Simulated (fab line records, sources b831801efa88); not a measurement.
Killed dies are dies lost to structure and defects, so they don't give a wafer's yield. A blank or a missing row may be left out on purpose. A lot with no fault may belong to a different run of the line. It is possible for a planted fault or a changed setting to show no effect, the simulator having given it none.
Matching of chambers -- flow gf180mcu -- GF_CONTACT_ETCH_16 on rie diel-01: 4 sister chambers
The step etches BARC in N2/H2. 7 wafers are shown with their chamber, then 7 later ones without.

WAFERS PAIRED WITH THEIR CHAMBERS
wafer,chamber,drypump motor current A (A),oes product au (a.u.)
L645.2,0,5.0,0.864
L645.4,2,5.9,0.855
L645.6,3,5.8,0.863
L649.1,2,5.8,0.853
L649.6,1,6.7,0.854
L655.1,1,6.7,0.852
L655.3,3,5.8,0.858

WAFERS MISSING THEIR CHAMBER
wafer,drypump motor current A (A),oes product au (a.u.)
L655.5,5.9,0.844
L656.1,6.7,0.859
L656.2,5.0,0.848
L656.5,5.8,0.852
L659.1,5.8,0.852
L659.2,5.9,0.852
L659.3,5.0,0.861

CHAMBER TAKEN BY EACH
wafer,from the rows above,in truth
L655.5,2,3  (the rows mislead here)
L656.1,1,1
L656.2,0,0
L656.5,2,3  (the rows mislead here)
L659.1,2,2
L659.2,2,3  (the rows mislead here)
L659.3,0,0
4 of 7 placed correctly. Can't be placed from these rows: 0. Wrongly placed: 3.
How it was worked out, from the rows above alone: a wafer's distance from a chamber is the root of the sum, over the readings, of the square of ((its reading less the chamber's mean) divided by the reading's scatter). The wafer belongs to the nearest chamber; if the next one is less than 2 further off, it can't be placed. A chamber's mean is the mean of its shown wafers. How the scatter is found: for the shown wafers, subtract from each reading the mean of its chamber, square and add these, divide the total by (wafers less chambers), then take the root.
